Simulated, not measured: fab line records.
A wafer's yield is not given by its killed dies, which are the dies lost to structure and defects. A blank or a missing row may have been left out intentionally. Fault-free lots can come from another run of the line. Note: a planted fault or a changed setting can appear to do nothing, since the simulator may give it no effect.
Matching of chambers	flow sky130	SKY_LI_CONTACT_CMP_02 on cmp-01 has 4 sister chambers
The step polishes PSG. 8 wafers are shown with their chamber, then 6 later ones without.

## EACH WAFER AND ITS CHAMBER
wafer	chamber	motorCurrentA (A)	timeToEndpointS (s)
L274.1	1	11.5	29
L277.1	0	10.6	25
L277.5	3	14.2	29
L279.1	0	10.5	24
L279.5	1	11.8	30
L279.6	2	12.6	32
L278.4	3	13.7	27
L278.5	2	11.8	29

## WAFERS WITH NO CHAMBER GIVEN
wafer	motorCurrentA (A)	timeToEndpointS (s)
L281.1	10.3	24
L281.3	11.9	28
L281.5	14.2	23
L293.1	10.7	29
L293.4	14.1	31
L293.6	11.2	27

## EACH ONE'S CHAMBER
wafer	from the rows above	in truth
L281.1	0	0
L281.3	can't be placed: 1 or 2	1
L281.5	3	3
L293.1	can't be placed: 1 or 0 or 2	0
L293.4	3	3
L293.6	can't be placed: 1 or 0 or 2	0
Placed correctly: 3 of 6. Cannot be placed on the basis of these rows: 3; the candidates contain the true chamber in 3. Wrongly placed: 0.
How it was worked out, from the rows above alone: a wafer's distance from a chamber is the root of the sum, over the readings, of the square of ((its reading less the chamber's mean) divided by the reading's scatter). The wafer belongs to the nearest chamber; if the next one is less than 2 further off, it can't be placed. Each chamber's mean is taken over the wafers shown for it. The scatter: the root of (the sum of the squares of (reading less its chamber's mean) over the shown wafers, divided by (wafers less chambers)).
